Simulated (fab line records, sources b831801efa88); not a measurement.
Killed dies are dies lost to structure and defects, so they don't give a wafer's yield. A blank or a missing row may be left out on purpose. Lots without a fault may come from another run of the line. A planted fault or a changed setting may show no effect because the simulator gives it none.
Which tool did it? | flow sfq_line | 15 lots, 43 wafers sampled, at 5 steps of a route of 325

WHAT THE GAUGES READ, wafer by wafer
SFQ_M6_OVL_MEAS_940. Usual: M6_OVL 0 nm, standard deviation 5.3.
lot  | measured     | on         | M6_OVL (nm) | flag
L185 | day 57 18:43 | overlay-02 | -11 -10 -7  |
L186 | day 57 21:07 | overlay-02 | 6 3 4       |
L187 | day 57 22:19 | overlay-02 | 5 5 4       |
L188 | day 58 00:42 | overlay-02 | -1 -1 3     |
L190 | day 58 05:31 | overlay-02 | 2 4 4       |
L193 | day 58 18:42 | overlay-02 | -4 -3 -1    |
L194 | day 59 03:17 | overlay-02 | 13 15 11    |
L195 | day 59 04:37 | overlay-02 | 1 -5 -1     |
L196 | day 59 05:49 | overlay-02 | 5 -5        |
L197 | day 62 12:38 | overlay-01 | 4 6 4       |
L199 | day 65 17:57 | overlay-01 | 6 -3        |
L204 | day 73 01:48 | overlay-02 | -6 -4 -4    |
L205 | day 73 04:12 | overlay-02 | 3 4 7       |
L207 | day 73 06:35 | overlay-02 | 2 1 -5      |
L208 | day 73 07:48 | overlay-01 | 1 6 -2      |

SFQ_I7_BOW_MEAS_946. Usual: I7_BOW 5 um, standard deviation 11.
lot  | measured     | on            | I7_BOW (um)    | flag
L185 | day 60 07:55 | film_metro-04 | -18 -21 -21    |
L186 | day 63 07:56 | film_metro-02 | -10 5 6        |
L187 | day 63 11:44 | film_metro-04 | 1 -10 4        |
L188 | day 63 19:53 | film_metro-03 | 11 1 11        |
L190 | day 67 05:36 | film_metro-04 | 26 15 24       |
L193 | day 68 17:01 | film_metro-04 | 21 19 7        |
L194 | day 68 18:49 | film_metro-03 | 3 -4 -5        |
L195 | day 68 21:49 | film_metro-04 | 29 31 32 - - - |
L196 | day 69 00:49 | film_metro-02 | 25 15 - -      |
L197 | day 69 01:56 | film_metro-03 | -1 -6 -8       |
L199 | day 69 09:49 | film_metro-02 | 3 4 - -        |
L204 | day 75 06:17 | film_metro-04 | 18 9 16        |
L205 | day 75 09:17 | film_metro-03 | 9 9 15         |
L207 | day 75 15:16 | film_metro-02 | 0 -14 -3       |
L208 | day 75 16:26 | film_metro-03 | -10 -15 -14    |

WHICH TOOL RAN EACH LOT (tool, then ch and the chambers of the sampled wafers, then the start)
lot  | SFQ_TRILAYER_M7_DEP_SPUTTER_175 | SFQ_TRILAYER_I7_DEP_PECVD_183   | SFQ_TRILAYER_I7_CMP_CMP_184
L185 | pvd_sputter-03, day 58 13:53    | pecvd-02 ch 0,1,2, day 59 00:41 | cmp-02 ch 0,2,3, day 60 04:53
L186 | pvd_sputter-04, day 58 17:29    | pecvd-02 ch 0,2, day 62 18:04   | cmp-02 ch 0,3, day 63 04:53
L187 | pvd_sputter-03, day 58 19:53    | pecvd-02 ch 0,1, day 62 21:29   | cmp-01 ch 0,1,2, day 63 09:41
L188 | pvd_sputter-04, day 59 01:53    | pecvd-02 ch 0,2, day 63 06:51   | cmp-02 ch 0,1,2, day 63 17:53
L190 | pvd_sputter-06, day 63 03:29    | pecvd-01 ch 1,2, day 67 02:28   | cmp-02 ch 0,2,3, day 67 04:02
L193 | pvd_sputter-03, day 64 08:17    | pecvd-02 ch 1,2, day 68 11:59   | cmp-02 ch 1,2,3, day 68 14:01
L194 | pvd_sputter-04, day 64 10:36    | pecvd-04 ch 0,1, day 68 13:11   | cmp-01 ch 0,2,3, day 68 16:49
L195 | pvd_sputter-03, day 64 11:48    | pecvd-01 ch 0,1,2, day 68 14:23 | cmp-01 ch 1,2,3, day 68 18:49
L196 | pvd_sputter-06, day 64 13:00    | pecvd-02 ch 0,2, day 68 15:35   | cmp-01 ch 1,2, day 68 21:49
L197 | pvd_sputter-03, day 64 14:12    | pecvd-04 ch 0,1,2, day 68 16:47 | cmp-02 ch 1,2, day 68 22:55
L199 | pvd_sputter-03, day 67 14:13    | pecvd-01 ch 0,2, day 68 22:47   | cmp-01 ch 0,2, day 69 07:19
L204 | pvd_sputter-04, day 74 00:20    | pecvd-04 ch 0,1, day 74 23:44   | cmp-02 ch 2,3, day 75 03:16
L205 | pvd_sputter-03, day 74 04:05    | pecvd-01 ch 1,2, day 75 00:56   | cmp-02 ch 0,1, day 75 06:16
L207 | pvd_sputter-06, day 74 10:44    | pecvd-04 ch 1,2, day 75 05:44   | cmp-02 ch 1,2, day 75 12:16
L208 | pvd_sputter-04, day 74 13:08    | pecvd-02 ch 1,2, day 75 08:08   | cmp-01 ch 1,3, day 75 13:55
- SFQ_TRILAYER_M7_DEP_SPUTTER_175: material Nb, target thk 200 nm, time 133.3 s.
- SFQ_TRILAYER_I7_DEP_PECVD_183: deposits SiO2 from SiH4/N2O, time 111.11 s, target thk 500 nm.
- SFQ_TRILAYER_I7_CMP_CMP_184: polishes SiO2.

WHAT THE TOOLS THEMSELVES READ (means of the sampled wafers that have a number; where no wafer has one, the mark that the record gives instead)
SFQ_TRILAYER_M7_DEP_SPUTTER_175. Usual: throttle_valve_pct 30.2 %, standard deviation 1.4.
lot  | tool           | throttle_valve_pct (%) | flag
L185 | pvd_sputter-03 | 29.0                   |
L186 | pvd_sputter-04 | 30.9                   |
L187 | pvd_sputter-03 | 30.4                   |
L188 | pvd_sputter-04 | 31.1                   |
L190 | pvd_sputter-06 | 29.6                   |
L193 | pvd_sputter-03 | 29.4                   |
L194 | pvd_sputter-04 | 30.7                   |
L195 | pvd_sputter-03 | 29.4                   |
L196 | pvd_sputter-06 | 28.9                   |
L197 | pvd_sputter-03 | 28.9                   |
L199 | pvd_sputter-03 | 30.4                   |
L204 | pvd_sputter-04 | 31.3                   |
L205 | pvd_sputter-03 | 31.1                   |
L207 | pvd_sputter-06 | 29.6                   |
L208 | pvd_sputter-04 | 31.1                   |

SFQ_TRILAYER_I7_DEP_PECVD_183. Usual: heater_power_w 83 W, standard deviation 9.9; showerhead_vpp_V 841 V, standard deviation 45; throttle_valve_pct 25.0 %, standard deviation 1.4.
lot  | tool     | heater_power_w (W) | showerhead_vpp_V (V) | throttle_valve_pct (%) | flag
L185 | pecvd-02 | 84                 | 856                  | 24.7                   |
L186 | pecvd-02 | 76                 | 866                  | 25.6                   |
L187 | pecvd-02 | 84                 | 839                  | 24.6                   |
L188 | pecvd-02 | 84                 | 847                  | 25.6                   |
L190 | pecvd-01 | 81                 | 805                  | 25.7                   |
L193 | pecvd-02 | 75                 | 879                  | 25.2                   |
L194 | pecvd-04 | 88                 | 890                  | 23.8                   |
L195 | pecvd-01 | 85                 | 835                  | 25.7                   |
L196 | pecvd-02 | 74                 | 860                  | 26.2                   |
L197 | pecvd-04 | 91                 | 835                  | 23.5                   |
L199 | pecvd-01 | 78                 | 860                  | 26.0                   |
L204 | pecvd-04 | 86                 | 847                  | 24.5                   |
L205 | pecvd-01 | 83                 | 820                  | 23.4                   |
L207 | pecvd-04 | 81                 | 801                  | 24.4                   |
L208 | pecvd-02 | 76                 | 883                  | 25.4                   |

SFQ_TRILAYER_I7_CMP_CMP_184. Usual: motor_current_A 10.3 A, standard deviation 0.84; time_to_endpoint_s 216 s, standard deviation 7.2.
lot  | tool   | motor_current_A (A) | time_to_endpoint_s (s) | flag
L185 | cmp-02 | 10.3                | 213                    |
L186 | cmp-02 | 10.3                | 201                    |
L187 | cmp-01 | 10.9                | 214                    |
L188 | cmp-02 | 9.9                 | 208                    |
L190 | cmp-02 | 10.3                | 215                    |
L193 | cmp-02 | 9.6                 | 212                    |
L194 | cmp-01 | 10.9                | 215                    |
L195 | cmp-01 | 10.5                | 219                    |
L196 | cmp-01 | 10.6                | 202                    |
L197 | cmp-02 | 9.3                 | 218                    |
L199 | cmp-01 | 11.2                | 216                    |
L204 | cmp-02 | 10.3                | 215                    |
L205 | cmp-02 | 9.7                 | 219                    |
L207 | cmp-02 | 9.2                 | 223                    |
L208 | cmp-01 | 11.3                | 217                    |

THE ANSWER, worked out from the rows above alone
Rule: a lot is off if the mean of its wafers that have a number lies more than 3 standard deviations from the usual mean. A lot without any number at a reading at which 4 lots or more have one is off too. The other lots that the step has rows for count as sound. The gauges are gone through in route order, then the tools' own readings, and for those a lot's mean is taken as printed above. The first step at which some lot is off is used, and at that step the reading that is off furthest; a lot without a number counts as furthest.
No lot is off at any reading shown: from this, nothing can be told.

WHAT THE SIMULATOR HAD PUT IN
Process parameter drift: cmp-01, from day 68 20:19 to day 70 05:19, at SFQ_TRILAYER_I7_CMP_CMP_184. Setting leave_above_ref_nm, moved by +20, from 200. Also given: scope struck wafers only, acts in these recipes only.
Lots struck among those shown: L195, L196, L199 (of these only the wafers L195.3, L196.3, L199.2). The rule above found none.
